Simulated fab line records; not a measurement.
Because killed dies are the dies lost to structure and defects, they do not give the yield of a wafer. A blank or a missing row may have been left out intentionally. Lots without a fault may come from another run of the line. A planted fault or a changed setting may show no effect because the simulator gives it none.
fab line records	flow sky130
record lots=13	wafers=36	last_day=50
route steps=708 shown FIELD_ISO@1 DNWELL@37 NWELL@81
lots with no fault: from the same line, run without faults
start_h: start of the lot's first displayed wafer, in hours after the record's first day	wait_h: hours elapsed since this lot's preceding step	" as in the row above	L1.1+2: several wafers, shown together as one row	- value missing, or start not given	* or withheld: withheld	< > ~ a bound
route shown NAME@n: names a module that has steps shown in the file, with the first one's number in the route	usual: the fault-free wafers' mean and standard deviation	same: alike in all rows	chamber/n: place in a boat	sites: readings site by site	_std_site: their standard deviation	_edge_site: outer sites' mean less inner sites'	radius_mm: how far each site lies from the wafer's centre	mask NAME#n: copy n	behind: the last tool/chamber to shape the wafer	hold: reason for holding the lot/hours on hold/outcome of the hold	device: names the non-switching transistor (n, p or np)	end of line: the same wafers' tests at the end of the route	step lacking rows: just its recipe	killed: at the first sort, the dies lost to defects and structure; wafer yield is something else	map: per-die view of a wafer (x killed, . not killed, _ where there is no die)
set.NAME: the setting as run; set.NAME@STEP: as run at that earlier step	model.NAME: the simulator's own value behind a step, which no gauge read
steps of the route over a sample of lots; a table a step, a row a wafer
services: a tool's chamber out of use, with start hour (start_h, from the record's first day; less than 0 if before it), hours out, and reason
## steps
# step SKY_FIELD_ISO_BOW_MEAS_00
# recipe mode=bow
# usual INCOMING_BOW=1/6.1
lot.wafer	tool	chamber	start_h	wait_h	INCOMING_BOW[um]
L201.1	film_metro-04	-	10.00	-	9
L201.4	"	-	"	"	-3
L201.6	"	-	"	"	-6
L202.1	film_metro-02	-	15.00	-	7
L202.3	"	-	"	"	-2
L202.5	"	-	"	"	-8
L204.1	film_metro-01	-	25.00	-	-1
L204.5	"	-	"	"	1
L204.6	"	-	"	"	-10
L205.2	film_metro-02	-	30.02	-	4
L205.3	"	-	"	"	-1
L205.6	"	-	"	"	-13
L206.3	film_metro-04	-	35.04	-	7
L206.4	"	-	"	"	2
L206.5	"	-	"	"	-4
L208.2	film_metro-04	-	45.02	-	4
L208.5	"	-	"	"	-5
L208.6	"	-	"	"	-8
L209.2	film_metro-02	-	50.02	-	-9
L209.4	"	-	"	"	0
L209.6	"	-	"	"	-3
L211.1	film_metro-02	-	60.00	-	4
L211.2	"	-	"	"	9
L211.3	"	-	"	"	7
L213.2	film_metro-01	-	70.02	-	2
L213.4	"	-	"	"	3
L213.6	"	-	"	"	5
L219.1	film_metro-02	-	100.00	-	9
L219.2	"	-	"	"	-2
L221.1	film_metro-01	-	110.00	-	-3
L221.2	"	-	"	"	-4
L222.1	film_metro-02	-	115.00	-	9
L222.2	"	-	"	"	5
L224.1	film_metro-01	-	125.00	-	-12
L224.3	"	-	"	"	3
L224.5	"	-	"	"	-6
# step SKY_FIELD_ISO_THK_MEAS_23
# recipe reads=SiO2_of_FIELD_ISO_OXIDATION_22
# usual FIELD_ISO_OXIDATION_01_THK=9.91/0.17
lot.wafer	tool	chamber	start_h	wait_h	FIELD_ISO_OXIDATION_01_THK[nm]
L201.1	film_metro-04	-	31.36	0.0	10.12
L201.4	"	-	"	"	9.97
L201.6	"	-	"	"	9.99
L202.1	film_metro-02	-	39.91	0.0	9.63
L202.3	"	-	"	"	9.74
L202.5	"	-	"	"	9.52
L204.1	film_metro-02	-	48.14	0.0	9.58
L204.5	"	-	"	"	9.76
L204.6	"	-	"	"	9.67
L205.2	film_metro-01	-	55.93	0.0	9.95
L205.3	"	-	"	"	10.03
L205.6	"	-	"	"	9.96
L206.3	film_metro-04	-	59.85	0.0	10.05
L206.4	"	-	"	"	10.06
L206.5	"	-	"	"	10.02
L208.2	film_metro-01	-	69.48	0.0	9.95
L208.5	"	-	"	"	9.90
L208.6	"	-	"	"	10.08
L209.2	film_metro-01	-	74.40	0.0	9.90
L209.4	"	-	"	"	9.80
L209.6	"	-	"	"	9.72
L211.1	film_metro-01	-	85.28	0.0	10.06
L211.2	"	-	"	"	10.15
L211.3	"	-	"	"	9.97
L213.2	film_metro-02	-	94.92	0.0	9.94
L213.4	"	-	"	"	10.09
L213.6	"	-	"	"	10.16
L219.1	film_metro-04	-	124.05	0.0	9.67
L219.2	"	-	"	"	9.98
L221.1	film_metro-04	-	135.61	0.0	9.55
L221.2	"	-	"	"	9.55
L222.1	film_metro-02	-	142.28	0.0	9.74
L222.2	"	-	"	"	9.90
L224.1	film_metro-02	-	150.98	0.0	9.73
L224.3	"	-	"	"	9.80
L224.5	"	-	"	"	9.80
# step SKY_DNWELL_COAT_02
# recipe spin_rpm=2000	resist_thk_nm=3000
lot.wafer	tool	chamber	start_h	wait_h
L201.1+4+6	litho_track-01	0	49.34	0.1
L202.1+3+5	litho_track-02	0	56.62	0.1
L204.1+5+6	litho_track-01	0	62.74	0.1
L205.2+3+6	litho_track-01	0	67.87	0.1
L206.3+4+5	litho_track-04	0	71.79	0.1
L208.2+5+6	litho_track-04	0	83.37	0.1
L209.2+4+6	litho_track-04	0	87.07	0.1
L211.1+2+3	litho_track-01	0	98.04	0.1
L213.2+4+6	litho_track-02	0	108.85	0.1
L219.1+2	litho_track-01	0	137.69	0.1
L221.1+2	litho_track-01	0	148.74	0.1
L222.1+2	litho_track-01	0	156.74	0.1
L224.1+3+5	litho_track-02	0	165.87	0.1
# step SKY_DNWELL_STRIP_08
# recipe chemistry=O2/N2	power_w=1400	pressure_mtorr=1500	platen_temp_c=withheld	o2_flow_sccm=3000	n2_flow_sccm=300	overash_fraction=0.5
# usual chamber_pressure_mTorr=1499.8/1.3	drypump_motor_current_A=5.81/0.25	oes_product_au=0.723/0.005	strip_time_to_endpoint_s=36.91/0.098
lot.wafer	tool	chamber	start_h	wait_h	chamber_pressure_mTorr	drypump_motor_current_A	oes_product_au	rf_hours_counter_h	strip_time_to_endpoint_s
L201.1	plasma_asher-02	0	57.47	0.1	1501.0	5.76	0.732	40	36.91
L201.4	"	0	"	"	1502.5	5.77	0.717	-	36.91
L201.6	"	1	"	"	1500.8	5.33	0.721	-	36.93
L202.1	plasma_asher-04	1	65.42	0.1	1500.4	5.84	0.719	37	36.81
L202.3	"	1	"	"	1498.7	5.84	0.719	-	36.96
L202.5	"	1	"	"	1498.8	5.85	0.723	-	36.91
L204.1	plasma_asher-04	1	70.99	0.1	1499.8	5.86	0.724	37	36.98
L204.5	"	0	"	"	1500.1	5.69	0.722	-	36.99
L204.6	"	1	"	"	1500.7	5.83	0.715	-	37.02
L205.2	plasma_asher-03	1	76.64	0.1	1500.0	6.21	0.720	26	37.09
L205.3	"	1	"	"	1499.9	6.21	0.726	-	36.97
L205.6	"	1	"	"	1499.0	6.19	0.720	-	36.88
L206.3	plasma_asher-04	0	80.87	0.1	1500.9	5.68	0.729	-	36.79
L206.4	"	1	"	"	1500.1	5.84	0.727	-	36.93
L206.5	"	1	"	"	1498.9	5.84	0.715	-	36.95
L208.2	plasma_asher-04	0	92.19	0.1	1501.3	5.67	0.716	40	36.82
L208.5	"	0	"	"	1500.8	5.68	0.710	-	36.91
L208.6	"	1	"	"	1497.7	5.86	0.722	-	36.95
L209.2	plasma_asher-03	1	95.99	0.1	1500.5	6.25	0.726	28	37.07
L209.4	"	1	"	"	1499.5	6.21	0.727	-	36.97
L209.6	"	0	"	"	1498.9	5.99	0.720	-	37.09
L211.1	plasma_asher-03	0	107.04	0.1	1499.6	5.98	0.719	29	36.84
L211.2	"	1	"	"	1499.4	6.22	0.719	29	36.90
L211.3	"	0	"	"	1499.4	5.95	0.731	-	36.97
L213.2	plasma_asher-02	0	118.37	0.1	1502.1	5.75	0.729	46	36.85
L213.4	"	0	"	"	1501.1	5.75	0.725	-	36.88
L213.6	"	1	"	"	1500.2	5.36	0.729	-	36.95
L219.1	plasma_asher-04	0	147.77	0.1	1500.3	5.67	0.721	3	25.03
L219.2	"	1	"	"	1500.6	5.85	0.719	3	36.98
L221.1	plasma_asher-02	1	158.77	0.1	1499.1	5.32	0.718	50	24.84
L221.2	"	0	"	"	1500.4	5.76	0.725	50	36.73
L222.1	plasma_asher-03	1	167.04	0.1	1501.7	6.21	0.718	35	24.98
L222.2	"	0	"	"	1499.4	6.01	0.714	35	36.92
L224.1	plasma_asher-03	0	176.49	0.1	1499.2	5.99	0.732	36	36.83
L224.3	"	0	"	"	1501.0	6.00	0.728	-	36.82
L224.5	"	1	"	"	1500.3	6.20	0.720	-	36.83
# step SKY_NWELL_RTA_28
# recipe temp_c=1050	time_s=30	idle_temp_c=650	ramp_up_c_per_s=150	ramp_down_c_per_s=90	ambient=N2
# usual lamp_power_pct=25.30/0.058	ramp_down_c_per_s=89.999/0.015	wafer_temp_C_max=1054.9/0.94
lot.wafer	tool	chamber	start_h	wait_h	lamp_power_pct	ramp_down_c_per_s	wafer_temp_C_max
L201.1	rtp_anneal-01	0	110.64	0.0	25.33	90.006	1054.2
L201.4	"	0	"	"	25.28	89.973	1054.4
L201.6	"	0	"	"	25.44	89.995	1055.0
L202.1	rtp_anneal-02	0	117.94	0.0	25.27	89.992	1054.7
L202.3	"	0	"	"	25.21	89.992	1054.9
L202.5	"	0	"	"	25.28	90.015	1053.8
L204.1	rtp_anneal-01	0	125.09	0.0	25.41	89.979	1055.3
L204.5	"	0	"	"	25.28	89.992	1054.8
L204.6	"	0	"	"	25.25	90.012	1053.9
L205.2	rtp_anneal-02	0	130.90	0.0	25.28	90.016	1052.9
L205.3	"	0	"	"	25.32	90.001	1055.9
L205.6	"	0	"	"	25.16	89.993	1055.3
L206.3	rtp_anneal-01	0	136.87	0.0	25.25	90.014	1054.5
L206.4	"	0	"	"	25.31	90.010	1055.3
L206.5	"	0	"	"	25.25	90.003	1056.5
L208.2	rtp_anneal-01	0	149.64	0.0	25.27	89.993	1056.7
L208.5	"	0	"	"	25.27	90.002	1054.7
L208.6	"	0	"	"	25.29	90.019	1053.4
L209.2	rtp_anneal-02	0	153.41	0.0	25.29	89.980	1055.5
L209.4	"	0	"	"	25.27	89.985	1053.7
L209.6	"	0	"	"	25.28	89.994	1054.8
L211.1	rtp_anneal-01	0	165.54	0.0	25.25	90.021	1055.7
L211.2	"	0	"	"	25.27	90.000	1054.6
L211.3	"	0	"	"	25.32	90.016	1054.1
L213.2	rtp_anneal-01	0	178.05	0.0	25.29	89.989	1054.1
L213.4	"	0	"	"	25.32	89.972	1054.5
L213.6	"	0	"	"	25.25	90.022	1054.9
L219.1	rtp_anneal-01	0	208.34	0.0	25.36	89.983	1054.8
L219.2	"	0	"	"	25.36	89.974	1053.6
L221.1	rtp_anneal-02	0	222.17	0.0	25.25	89.999	1055.0
L221.2	"	0	"	"	25.37	89.983	1056.9
L222.1	rtp_anneal-02	0	228.02	0.0	25.23	90.002	1054.1
L222.2	"	0	"	"	25.28	90.001	1056.6
L224.1	rtp_anneal-02	0	243.89	0.0	25.38	89.989	1055.4
L224.3	"	0	"	"	25.24	89.984	1054.5
L224.5	"	0	"	"	25.37	89.991	1054.7
## services
tool	chamber	start_h	hours	kind
plasma_asher-04	-	108.81	9.0	pm
plasma_asher-04	0	108.81	9.0	vent_cycle
plasma_asher-04	1	108.81	9.0	vent_cycle
plasma_asher-04	0	117.81	-	clean
plasma_asher-04	1	117.81	-	clean
plasma_asher-04	-	164.77	7.4	repair
rtp_anneal-01	-	213.17	0.8	pm
## key
first_sign step=SKY_DNWELL_STRIP_08	reading=strip_time_to_endpoint_s	direction=down	sigmas=99+	usual=*	struck=*
effect none on later readings
met_at SKY_DNWELL_COAT_02
struck_lots L219,L221,L222
struck_wafers L219.1,L221.1,L222.1
tester_left_out L219,L221,L222
not_acting_at SKY_FIELD_ISO_BOW_MEAS_00,SKY_FIELD_ISO_THK_MEAS_23,SKY_NWELL_RTA_28
onset_between 98.04 137.69
fault kind=process_parameter_drift	tool=litho_track-01	chamber=-	onset_h=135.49	steps=SKY_DNWELL_COAT_02	channel=resist_thk_nm	offset=-1035.8	shape=step	end_h=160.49	scope=struck_wafers_only	acts_in=these_recipes_only	stated=3000
# tester_left_out: of these lots the tester's yield and bins aren't shown, on N5 and GAA mostly nor the transistor test; their killed dies are dies lost to structure and defects alone, not to doping, threshold or leakage, so they don't give the yield
